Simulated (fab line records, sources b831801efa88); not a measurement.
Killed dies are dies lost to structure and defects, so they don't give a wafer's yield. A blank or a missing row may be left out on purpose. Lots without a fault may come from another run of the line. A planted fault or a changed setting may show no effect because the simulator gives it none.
fab line records | flow sky130
record lots=5 wafers=15 last_day=50
route steps=708 shown LI_CONTACT@371 LOCAL_INTERCONNECT@387 PAD_OPEN@708
lots that met no fault: from a run of the same line without faults
start_h: hours from the record's first day to the start of the lot's first wafer shown | wait_h: hours since the lot's step before | " the same as in the row above | L1.1+2: a row that stands for several wafers | - no value, or no start given | * or withheld: withheld | < > ~ a bound
route shown NAME@n: a module of which the file shows steps, and the number in the route of the first | usual: mean/standard deviation of fault-free wafers | same: alike in all rows | chamber/n: place in a boat | sites: the reading at each site | _std_site: their standard deviation | _edge_site: outer sites' mean less inner sites' | radius_mm: how far each site lies from the wafer's centre | mask NAME#n: copy n | behind: the tool/chamber that last shaped the wafer | hold: why the lot was held/for how many hours/how that ended | device: the transistor (n, p or np) that didn't switch | end of line: the same wafers' tests at the end of the route | a step without rows: its recipe alone | killed: dies lost to structure and defects at the first sort, not the wafer's yield | map: a wafer's dies, x killed, . not, _ none there
set.NAME: the setting as run; set.NAME@STEP: as run at that earlier step | model.NAME: the simulator's own value behind a step, which no gauge read
lots at some steps of the route; a table a step, a row a wafer
services: from which hour (start_h, from the record's first day; less than 0 if before it) a tool's chamber was out of use, for how many hours, and why
## steps
# step SKY_LI_CONTACT_EXPOSE_09
# recipe mask_id=LICM1 na=0.8 source_shape=annular sigma_inner=0.55 sigma_outer=0.85 target_cd_nm=170 dose_mj=38
# step SKY_LI_CONTACT_PEB_10
# recipe peb_temp_c=withheld peb_time_s=withheld resist=KrF-thick
# step SKY_LI_CONTACT_DEVELOP_11
# recipe develop_time_s=60 resist=KrF-thick dev_temp_c=21
# step SKY_LI_CONTACT_CD_MEAS_12
# recipe target_cd_nm=170
# usual cd_nm=169.9/1.4
# columns lot.wafer tool chamber start_h wait_h cd_nm
L493.2 cd_sem-02 - 691.76 - 171.5
L493.4 " - " " 171.2
L493.6 " - " " 170.1
L500.1 cd_sem-02 - 745.09 - 170.8
L500.2 " - " " 170.7
L500.5 " - " " 171.0
L507.2 cd_sem-02 - 810.91 - 171.4
L507.4 " - " " 171.6
L507.6 " - " " 171.7
L506.3 cd_sem-02 - 812.53 - 168.1
L506.5 " - " " 168.5
L506.6 " - " " 169.6
L514.1 cd_sem-02 - 854.74 - 168.4
L514.3 " - " " 168.1
L514.4 " - " " 169.3
# step SKY_LI_CONTACT_OVL_MEAS_13
# usual LI_CONTACT_OVL=0/6.2
# columns lot.wafer tool chamber start_h wait_h LI_CONTACT_OVL[nm]
L493.2 overlay-02 - 691.87 0.1 6
L493.4 " - " " 5
L493.6 " - " " 5
L500.1 overlay-02 - 745.21 0.1 9
L500.2 " - " " 6
L500.5 " - " " 8
L507.2 overlay-02 - 811.02 0.1 7
L507.4 " - " " 9
L507.6 " - " " 7
L506.3 overlay-01 - 812.62 0.1 -4
L506.5 " - " " 1
L506.6 " - " " -4
L514.1 overlay-01 - 854.86 0.1 -9
L514.3 " - " " -7
L514.4 " - " " -4
# step SKY_LI_CONTACT_ETCH_14
# recipe chemistry=N2/H2 target=BARC ion_energy_ev=200 source_w=500 bias_w=100 pressure_mtorr=30 n2_flow_sccm=100 h2_flow_sccm=200 stop_on=SiO2 time_s=45.9 target_depth_a=600
# usual drypump_motor_current_A=5.8/0.4 oes_product_au=0.855/0.0046 throttle_valve_pct=13.224/0.01
# columns lot.wafer tool chamber start_h wait_h drypump_motor_current_A oes_product_au rf_hours_counter_h throttle_valve_pct
L493.2 rie_diel-01 0 691.90 0.0 5.8 0.858 15 13.224
L493.4 " 2 " " 6.2 0.857 2 13.225
L493.6 " 0 " " 5.8 0.857 - 13.223
L500.1 rie_diel-03 1 745.24 0.0 5.8 0.853 29 13.215
L500.2 " 0 " " 5.4 0.849 5 13.213
L500.5 " 1 " " 5.8 0.855 - 13.225
L507.2 rie_diel-01 2 811.05 0.0 6.2 0.865 5 13.239
L507.4 " 1 " " 5.4 0.854 16 13.226
L507.6 " 2 " " 6.2 0.853 - 13.218
L506.3 rie_diel-03 2 812.65 0.0 5.9 0.856 20 13.226
L506.5 " 3 " " 5.8 0.860 - 13.237
L506.6 " 2 " " 5.9 0.854 - 13.231
L514.1 rie_diel-03 1 854.89 0.0 5.8 0.860 0 13.226
L514.3 " 2 " " 5.9 0.840 21 13.222
L514.4 " 3 " " 5.8 0.848 3 13.237
# step SKY_LI_CONTACT_ETCH_15
# recipe target=PSG chemistry=C4F8/O2/Ar stop_on=Si taper_deg=4.15 mask_material=KrF-thick source_w=1500 bias_w=1200 pressure_mtorr=40 c4f8_flow_sccm=withheld O2_flow_sccm=6 Ar_flow_sccm=300 time_s=withheld target_depth_a=6000
# usual oes_product_au=0.837/0.0049
# columns lot.wafer tool chamber start_h wait_h oes_product_au
L493.2 rie_diel-01 0 691.94 0.0 0.838
L493.4 " 2 " " 0.839
L493.6 " 0 " " 0.832
L500.1 rie_diel-03 1 745.28 0.0 0.838
L500.2 " 0 " " 0.830
L500.5 " 1 " " 0.830
L507.2 rie_diel-01 2 811.09 0.0 0.834
L507.4 " 1 " " 0.834
L507.6 " 2 " " 0.833
L506.3 rie_diel-03 2 812.69 0.0 0.838
L506.5 " 3 " " 0.839
L506.6 " 2 " " 0.841
L514.1 rie_diel-03 1 854.93 0.0 0.831
L514.3 " 2 " " 0.834
L514.4 " 3 " " 0.838
# step SKY_LI_CONTACT_STRIP_16
# recipe chemistry=O2/N2 power_w=1400 pressure_mtorr=1500 platen_temp_c=withheld o2_flow_sccm=3000 n2_flow_sccm=300 overash_fraction=0.5
# step SKY_LI_CONTACT_CLEAN_17
# recipe chemistry=NMP time_s=600 temp_c=60 dry=n2_spin
# step SKY_LI_CONTACT_PRE_CLEAN_18
# recipe gas=Ar time_s=5.6 bias_v=358
# step SKY_LI_CONTACT_SPUTTER_19
# recipe material=Ti target_thk_nm=20 chamber_pressure_pa=5 power_w=2500 substrate_temp_c=200 time_s=106.37
# usual throttle_valve_pct=29.7/1
# columns lot.wafer tool chamber start_h wait_h throttle_valve_pct
L493.2 pvd_sputter-04 - 692.34 0.0 30.1
L493.4 " - " " 30.4
L493.6 " - " " 30.1
L500.1 pvd_sputter-04 - 745.70 0.0 28.8
L500.2 " - " " 29.4
L500.5 " - " " 30.9
L507.2 pvd_sputter-02 - 811.49 0.0 28.0
L507.4 " - " " 29.8
L507.6 " - " " 29.3
L506.3 pvd_sputter-04 - 813.09 0.0 30.2
L506.5 " - " " 29.8
L506.6 " - " " 30.4
L514.1 pvd_sputter-01 - 855.33 0.0 30.6
L514.3 " - " " 30.2
L514.4 " - " " 32.8
# step SKY_LI_CONTACT_SPUTTER_20
# recipe material=TiN target_thk_nm=20 chamber_pressure_pa=5 power_w=4000 time_s=80
# usual throttle_valve_pct=29.7/1.1
# columns lot.wafer tool chamber start_h wait_h throttle_valve_pct
L493.2 pvd_sputter-04 - 692.42 0.0 30.0
L493.4 " - " " 30.4
L493.6 " - " " 30.1
L500.1 pvd_sputter-04 - 745.77 0.0 28.8
L500.2 " - " " 29.5
L500.5 " - " " 30.6
L507.2 pvd_sputter-02 - 811.57 0.0 27.7
L507.4 " - " " 29.3
L507.6 " - " " 29.5
L506.3 pvd_sputter-04 - 813.16 0.0 30.0
L506.5 " - " " 29.4
L506.6 " - " " 30.7
L514.1 pvd_sputter-01 - 855.41 0.0 30.3
L514.3 " - " " 30.3
L514.4 " - " " 32.8
# step SKY_LI_CONTACT_CVD_21
# recipe material=W target_thk_nm=400 time_s=120.56 temp_c=400 pressure_torr=40
# usual chamber_pressure_Torr=40.00/0.094 heater_power_w=816/36
# columns lot.wafer tool chamber start_h wait_h chamber_pressure_Torr heater_power_w model.W_of_LI_CONTACT_CVD_21.thk_nm
L493.2 cvd_w-02 1 692.49 0.0 40.03 771 400.1
L493.4 " 1 " " 39.83 771 399.1
L493.6 " 1 " " 40.02 789 396.2
L500.1 cvd_w-01 0 745.83 0.0 39.92 756 406.1
L500.2 " 1 " " 32.90 858 368.2
L500.5 " 1 " " 33.03 872 363.7
L507.2 cvd_w-02 0 811.64 0.0 39.92 830 401.3
L507.4 " 0 " " 39.99 830 398.9
L507.6 " 0 " " 39.95 839 401.6
L506.3 cvd_w-02 1 813.26 0.1 40.12 803 399.9
L506.5 " 0 " " 39.81 824 400.9
L506.6 " 1 " " 40.12 789 399
L514.1 cvd_w-01 0 855.47 0.0 39.99 758 398.7
L514.3 " 1 " " 39.97 863 400
L514.4 " 0 " " 39.94 773 403.3
# step SKY_LI_CONTACT_RS_MEAS_22
# recipe thk_meas_gauge=four-point-probe reads=W_of_LI_CONTACT_CVD_21+TiN_of_LI_CONTACT_SPUTTER_20+Ti_of_LI_CONTACT_SPUTTER_19
# usual LI_CONTACT_W_RS=0.2838/0.0024
# columns lot.wafer tool chamber start_h wait_h LI_CONTACT_W_RS[ohm/sq]
L493.2 film_metro-03 - 692.64 0.1 0.2847
L493.4 " - " " 0.2855
L493.6 " - " " 0.2874
L500.1 film_metro-04 - 745.96 0.1 0.2805
L500.2 " - " " 0.3092
L500.5 " - " " 0.3130
L507.2 film_metro-03 - 811.79 0.1 0.2838
L507.4 " - " " 0.2857
L507.6 " - " " 0.2829
L506.3 film_metro-04 - 813.39 0.1 0.2846
L506.5 " - " " 0.2845
L506.6 " - " " 0.2851
L514.1 film_metro-04 - 855.59 0.1 0.2857
L514.3 " - " " 0.2844
L514.4 " - " " 0.2819
# step SKY_LI_CONTACT_THK_MEAS_23
# recipe thk_meas_gauge=xrf reads=W_of_LI_CONTACT_CVD_21
# usual LI_CONTACT_W_THK=403/4.9
# columns lot.wafer tool chamber start_h wait_h LI_CONTACT_W_THK[nm]
L493.2 film_metro-03 - 692.75 0.1 408
L493.4 " - " " 409
L493.6 " - " " 407
L500.1 film_metro-04 - 746.08 0.1 407
L500.2 " - " " 369
L500.5 " - " " 365
L507.2 film_metro-03 - 811.90 0.1 410
L507.4 " - " " 405
L507.6 " - " " 411
L506.3 film_metro-04 - 813.49 0.1 402
L506.5 " - " " 407
L506.6 " - " " 402
L514.1 film_metro-04 - 855.71 0.1 395
L514.3 " - " " 393
L514.4 " - " " 399
# step SKY_LI_CONTACT_CMP_24
# recipe stop_on=PSG t_overpolish_s=20 down_force_psi=3.5 platen_rpm=60 target_thk_nm=0 pad_velocity_m_s=0.94248
# usual motor_current_A=11.3/1 slurry_flow_ml_min=149.9/0.49 time_to_endpoint_s=99/3.6
# columns lot.wafer tool chamber start_h wait_h motor_current_A slurry_flow_ml_min time_to_endpoint_s
L493.2 cmp-02 2 692.85 0.1 10.5 149.4 98
L493.4 " 3 " " 11.9 149.2 101
L493.6 " 2 " " 10.2 150.2 99
L500.1 cmp-02 0 746.14 0.1 10.6 149.8 96
L500.2 " 2 " " 9.8 150.1 89
L500.5 " 1 " " 11.3 149.8 91
L507.4 cmp-02 3 812.00 0.1 12.3 149.8 96
L507.2 " 0 " " 9.8 149.4 96
L507.6 " 2 " " 10.1 150.2 101
L506.3 cmp-01 3 813.68 0.2 10.4 149.6 98
L506.6 " 0 " " 10.4 150.2 107
L506.5 " 1 " " 11.6 150.3 103
L514.4 cmp-02 0 855.77 0.0 10.3 150.4 98
L514.1 " 1 " " 11.4 150.8 103
L514.3 " 2 " " 10.5 151.0 101
# step SKY_LOCAL_INTERCONNECT_SPUTTER_00
# recipe material=TiN target_thk_nm=100 temp_c=300 power_w=6500 time_s=83.3 chamber_pressure_pa=0.4
# usual throttle_valve_pct=30.9/1.3
# columns lot.wafer tool chamber start_h wait_h throttle_valve_pct
L493.2 pvd_sputter-01 - 693.10 0.2 30.1
L493.4 " - " " 30.4
L493.6 " - " " 30.6
L500.1 pvd_sputter-01 - 746.44 0.2 30.5
L500.2 " - " " 30.5
L500.5 " - " " 30.6
L507.2 pvd_sputter-04 - 812.25 0.1 30.2
L507.4 " - " " 28.5
L507.6 " - " " 30.2
L506.3 pvd_sputter-03 - 813.83 0.1 32.7
L506.5 " - " " 32.1
L506.6 " - " " 29.5
L514.1 pvd_sputter-01 - 856.07 0.2 30.6
L514.3 " - " " 33.0
L514.4 " - " " 30.3
# step SKY_PAD_OPEN_PROBE_99
# usual killed_at_M0_to_M3=44/6.5 killed_at_M4_up=3.3/1.9 killed_at_contacts=23/4.7 killed_at_front_end=15/4.5 killed_at_other=0.2/0.52 killed_dies=86/8.9 killed_open=47/6.8 killed_short=39/6.1
# same gross_dies=492 killed_at_back_side=0
# columns lot.wafer tool chamber start_h wait_h killed_at_M0_to_M3 killed_at_M4_up killed_at_contacts killed_at_front_end killed_at_other killed_dies killed_open killed_short
L493.2 prober-02 - 1079.76 0.1 50 3 23 20 1 97 56 41
L493.4 prober-02 - 1079.86 0.2 37 5 17 33 0 92 63 29
L493.6 prober-02 - 1079.96 0.2 44 4 21 16 0 85 39 46
L500.1 prober-02 - 1119.58 0.1 36 3 25 15 1 80 47 33
L500.2 prober-02 - 1119.63 0.1 43 4 18 21 2 88 47 41
L500.5 prober-02 - 1119.78 0.2 43 1 21 16 2 83 36 47
L507.2 prober-02 - 1165.48 0.1 42 2 17 21 0 82 40 42
L507.4 prober-02 - 1165.58 0.2 49 3 22 12 1 87 43 44
L507.6 prober-02 - 1165.68 0.2 36 3 19 19 0 77 42 35
L506.3 prober-01 - 1166.20 0.2 43 5 16 18 0 82 37 45
L506.5 prober-01 - 1166.30 0.2 46 3 32 18 0 99 60 39
L506.6 prober-01 - 1166.35 0.2 53 9 27 17 0 106 54 52
L514.1 prober-01 - 1197.46 0.1 36 8 18 17 0 79 36 43
L514.3 prober-01 - 1197.56 0.2 46 4 25 11 0 86 41 45
L514.4 prober-01 - 1197.61 0.2 47 1 24 9 0 81 45 36
# killed by level:class
L493.2 METAL2:geometric_particle:short=10 VIA1:geometric_particle:open=9 CONTACT:geometric_particle:open=9 VIA2:geometric_particle:open=8 VIA3:geometric_particle:open=8 LI_CONTACT:geometric_particle:open=7 FIELD_ISO:geometric_particle:open=5 METAL1:geometric_particle:short=5
L493.4 POLY_GATE:geometric_particle:open=13 VIA1:geometric_particle:open=10 POLY_GATE:geometric_particle:short=7 CONTACT:geometric_particle:open=7 VIA3:geometric_particle:open=7 VIA2:geometric_particle:open=5 LI_CONTACT:geometric_particle:open=5 FIELD_ISO:geometric_particle:open=4
L493.6 CONTACT:geometric_particle:open=11 VIA1:geometric_particle:open=9 FIELD_ISO:geometric_particle:open=8 VIA1:geometric_particle:short=8 METAL1:geometric_particle:short=7 METAL2:geometric_particle:short=6 VIA2:geometric_particle:short=6 FIELD_ISO:geometric_particle:short=5
L500.1 CONTACT:geometric_particle:open=9 VIA2:geometric_particle:open=9 LI_CONTACT:geometric_particle:open=6 VIA3:geometric_particle:open=6 VIA1:geometric_particle:open=6 CONTACT:geometric_particle:short=5 METAL2:geometric_particle:short=5 FIELD_ISO:geometric_particle:open=4
L500.2 VIA2:geometric_particle:open=8 VIA1:geometric_particle:open=8 FIELD_ISO:geometric_particle:short=7 FIELD_ISO:geometric_particle:open=6 CONTACT:geometric_particle:open=6 VIA2:geometric_particle:short=6 LOCAL_INTERCONNECT:geometric_particle:short=5 VIA3:geometric_particle:short=5
L500.5 METAL2:geometric_particle:short=9 LOCAL_INTERCONNECT:geometric_particle:short=9 VIA1:geometric_particle:open=9 CONTACT:geometric_particle:open=5 METAL1:geometric_particle:short=5 VIA2:geometric_particle:open=4 FIELD_ISO:geometric_particle:short=3 POLY_GATE:geometric_particle:short=3
L507.2 CONTACT:geometric_particle:open=7 VIA2:geometric_particle:open=7 VIA1:geometric_particle:open=6 VIA3:geometric_particle:open=6 FIELD_ISO:geometric_particle:short=5 METAL2:geometric_particle:short=5 FIELD_ISO:geometric_particle:open=4 POLY_GATE:geometric_particle:short=4
L507.4 VIA1:geometric_particle:short=8 VIA1:geometric_particle:open=8 VIA3:geometric_particle:open=7 CONTACT:geometric_particle:open=7 METAL1:geometric_particle:short=6 LI_CONTACT:geometric_particle:open=5 METAL1:geometric_particle:open=5 METAL2:geometric_particle:short=5
L507.6 VIA3:geometric_particle:open=9 VIA1:geometric_particle:open=9 FIELD_ISO:geometric_particle:open=8 VIA3:geometric_particle:short=6 LOCAL_INTERCONNECT:geometric_particle:short=5 CONTACT:geometric_particle:open=5 POLY_GATE:geometric_particle:short=4 LI_CONTACT:geometric_particle:open=4
L506.3 VIA1:geometric_particle:short=8 VIA1:geometric_particle:open=8 METAL2:geometric_particle:short=8 VIA2:geometric_particle:open=7 FIELD_ISO:geometric_particle:short=6 FIELD_ISO:geometric_particle:open=6 LI_CONTACT:geometric_particle:open=6 METAL4:geometric_particle:short=5
L506.5 CONTACT:geometric_particle:open=11 LI_CONTACT:geometric_particle:open=10 METAL2:geometric_particle:short=8 VIA3:geometric_particle:open=8 VIA1:geometric_particle:open=6 VIA2:geometric_particle:open=6 LOCAL_INTERCONNECT:geometric_particle:short=5 VIA1:geometric_particle:short=5
L506.6 VIA1:geometric_particle:open=12 CONTACT:geometric_particle:open=9 LI_CONTACT:geometric_particle:open=9 VIA1:geometric_particle:short=9 VIA2:geometric_particle:open=9 LOCAL_INTERCONNECT:geometric_particle:short=6 METAL4:geometric_particle:short=6 FIELD_ISO:geometric_particle:short=4
L514.1 CONTACT:geometric_particle:open=7 METAL1:geometric_particle:short=7 VIA2:geometric_particle:open=6 VIA2:geometric_particle:short=5 METAL4:geometric_particle:short=5 POLY_GATE:geometric_particle:short=4 LOCAL_INTERCONNECT:geometric_particle:short=4 VIA1:geometric_particle:open=4
L514.3 VIA1:geometric_particle:open=11 CONTACT:geometric_particle:open=8 LI_CONTACT:geometric_particle:open=6 METAL2:geometric_particle:short=6 VIA2:geometric_particle:open=6 METAL1:geometric_particle:short=5 VIA3:geometric_particle:open=5 SPACER:geometric_particle:short=4
L514.4 CONTACT:geometric_particle:open=9 VIA1:geometric_particle:open=9 VIA3:geometric_particle:open=7 VIA2:geometric_particle:open=6 LI_CONTACT:geometric_particle:open=5 METAL1:geometric_particle:short=5 METAL2:geometric_particle:short=5 LI_CONTACT:geometric_particle:short=4
## services
# columns tool chamber start_h hours kind
pvd_sputter-03 - 671.76 2.5 repair
cmp-02 - 681.15 1.8 repair
rie_diel-03 3 687.06 4.2 repair
cmp-02 - 687.41 3.3 repair
pvd_sputter-02 - 693.45 3.3 repair
cmp-02 - 698.35 1.1 repair
pvd_sputter-04 - 703.81 2.1 repair
cmp-01 - 704.36 6.1 pm
cvd_w-02 - 707.82 6.9 pm
cvd_w-02 0 739.03 4.9 repair
cmp-01 - 744.03 4.0 pm
pvd_sputter-02 - 746.48 1.5 repair
pvd_sputter-01 - 748.54 4.8 repair
pvd_sputter-01 - 752.33 1.5 repair
rie_diel-03 2 758.31 5.9 repair
cvd_w-01 0 773.72 6.2 repair
cmp-01 - 773.75 3.8 repair
pvd_sputter-03 - 776.29 1.1 repair
cmp-02 - 789.24 4.1 repair
rie_diel-03 1 815.95 1.8 repair
pvd_sputter-04 - 817.15 10.1 repair
cmp-02 - 817.69 2.8 repair
cmp-02 - 826.24 1.8 repair
cvd_w-01 1 847.96 4.4 repair
## key
first_sign step=SKY_LI_CONTACT_CVD_21 reading=chamber_pressure_Torr direction=down sigmas=75 usual=40.00 struck=32.96
effect step=SKY_LI_CONTACT_RS_MEAS_22 reading=LI_CONTACT_W_RS direction=up sigmas=11 usual=0.2838 struck=0.3111
effect step=SKY_LI_CONTACT_THK_MEAS_23 reading=LI_CONTACT_W_THK direction=down sigmas=7.3 usual=403 struck=367
effect step=SKY_LI_CONTACT_CMP_24 reading=time_to_endpoint_s direction=down sigmas=2.6 usual=* struck=*
model_effect step=SKY_LI_CONTACT_CVD_21 value=W_of_LI_CONTACT_CVD_21.thk_nm without=402.9 struck=365.9
met_at SKY_LI_CONTACT_CVD_21
struck_wafers L500.2,L500.5
tester_left_out L500
fault kind=process_parameter_drift tool=cvd_w-01 chamber=1 onset_h=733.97 steps=SKY_LI_CONTACT_CVD_21 channel=pressure_torr offset=-7.0503 shape=step end_h=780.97 acts_in=these_recipes_only stated=40
# tester_left_out: of these lots the tester's yield and bins aren't shown, on N5 and GAA mostly nor the transistor test; their killed dies are dies lost to structure and defects alone, not to doping, threshold or leakage, so they don't give the yield
